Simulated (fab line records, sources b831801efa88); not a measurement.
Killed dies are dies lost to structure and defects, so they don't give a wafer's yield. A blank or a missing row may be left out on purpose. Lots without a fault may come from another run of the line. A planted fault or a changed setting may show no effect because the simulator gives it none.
Tool commonality check | flow sky130 | 13 lots, 42 wafers sampled

WHY IT WAS OPENED
At SKY_RES_PROTECT_TW_MEAS_08 the reading POLY_GATE_TW is flagged on 1 of 13 lots. Wafers without a fault read 4017, standard deviation 37.
Rule: a lot is flagged when every wafer of it that has a number lies more than 4 standard deviations from that mean, or none has a number. The other lots count as sound.

lot  | measured     | on            | POLY_GATE_TW, wafer by wafer | flag
L215 | day 15 14:10 | film_metro-03 | 4006 4036 4031               |
L216 | day 15 14:28 | film_metro-02 | 3942 3945 3939               |
L218 | day 16 02:05 | film_metro-02 | 3973 3985 3981               |
L219 | day 16 06:05 | film_metro-04 | 4056 4068 4069               |
L220 | day 16 16:44 | film_metro-02 | 30 30 30 30 30 30            | FLAGGED
L221 | day 17 00:11 | film_metro-04 | 4080 4078 4054               |
L222 | day 17 09:56 | film_metro-03 | 4045 4069 4054               |
L231 | day 21 08:17 | film_metro-02 | 3977 3960 3980               |
L232 | day 21 17:55 | film_metro-02 | 3980 4010 3992               |
L234 | day 22 04:30 | film_metro-02 | 3969 3993 3979               |
L233 | day 22 05:42 | film_metro-04 | 4038 4052 4045               |
L235 | day 22 06:57 | film_metro-02 | 3989 3960 4011               |
L236 | day 23 08:34 | film_metro-02 | 3964 3967 3959               |
The numbers of the flagged lots are 30 on average: -3987 against the usual, or -99 or more standard deviations.

WHICH TOOL RAN EACH LOT
The record holds 1 process step before the reading, out of a route of 708 steps. In each cell: the tool, then ch and the chambers that the sampled wafers went through, then the start.
lot  | flag    | SKY_RES_PROTECT_EXPOSE_04
L215 |         | iline_stepper-01 ch 0, day 15 00:48
L216 |         | iline_stepper-01 ch 0, day 15 01:07
L218 |         | iline_stepper-01 ch 0, day 15 12:49
L219 |         | iline_stepper-02 ch 0, day 15 16:49
L220 | FLAGGED | iline_stepper-02 ch 0, day 16 02:55
L221 |         | iline_stepper-01 ch 0, day 16 10:05
L222 |         | iline_stepper-01 ch 0, day 16 19:49
L231 |         | iline_stepper-02 ch 0, day 20 17:14
L232 |         | iline_stepper-01 ch 0, day 21 02:11
L234 |         | iline_stepper-02 ch 0, day 21 12:55
L233 |         | iline_stepper-01 ch 0, day 21 13:59
L235 |         | iline_stepper-02 ch 0, day 21 15:22
L236 |         | iline_stepper-02 ch 0, day 22 17:03
What these steps do:
- SKY_RES_PROTECT_EXPOSE_04: exposes mask RPM, target cd 1270 nm.
- SKY_RES_PROTECT_TW_MEAS_08

FLAGGED OVER TOTAL, TOOL BY TOOL (the gauges that took the reading come last)
step                       | tool             | lots run | flagged | share of the flagged lots | sound lots run after its first flagged lot
SKY_RES_PROTECT_EXPOSE_04  | iline_stepper-01 | 7        | 0       | none                      | -
SKY_RES_PROTECT_EXPOSE_04  | iline_stepper-02 | 6        | 1       | all                       | 4 (L231,L234,L235,L236)
SKY_RES_PROTECT_TW_MEAS_08 | film_metro-02    | 8        | 1       | all                       | 5 (L231,L232,L234,L235,L236)
SKY_RES_PROTECT_TW_MEAS_08 | film_metro-03    | 2        | 0       | none                      | -
SKY_RES_PROTECT_TW_MEAS_08 | film_metro-04    | 3        | 0       | none                      | -

WHAT THE TABLE ALLOWS
2 rows of the table ran every flagged lot: iline_stepper-02 at SKY_RES_PROTECT_EXPOSE_04, film_metro-02 at SKY_RES_PROTECT_TW_MEAS_08.
- iline_stepper-02 at SKY_RES_PROTECT_EXPOSE_04: 1 of its 6 lots flagged. Sound lots ran on it after the first flagged one (L231, L234, L235, L236), which a lasting fault on the whole tool wouldn't allow.
- film_metro-02 at SKY_RES_PROTECT_TW_MEAS_08: 1 of its 8 lots flagged. Sound lots ran on it after the first flagged one (L231, L232, L234, L235, L236), which a lasting fault on the whole tool wouldn't allow.
No row of the table ran every flagged lot and no sound lot after the first.

WHAT THE SIMULATOR HAD PUT IN
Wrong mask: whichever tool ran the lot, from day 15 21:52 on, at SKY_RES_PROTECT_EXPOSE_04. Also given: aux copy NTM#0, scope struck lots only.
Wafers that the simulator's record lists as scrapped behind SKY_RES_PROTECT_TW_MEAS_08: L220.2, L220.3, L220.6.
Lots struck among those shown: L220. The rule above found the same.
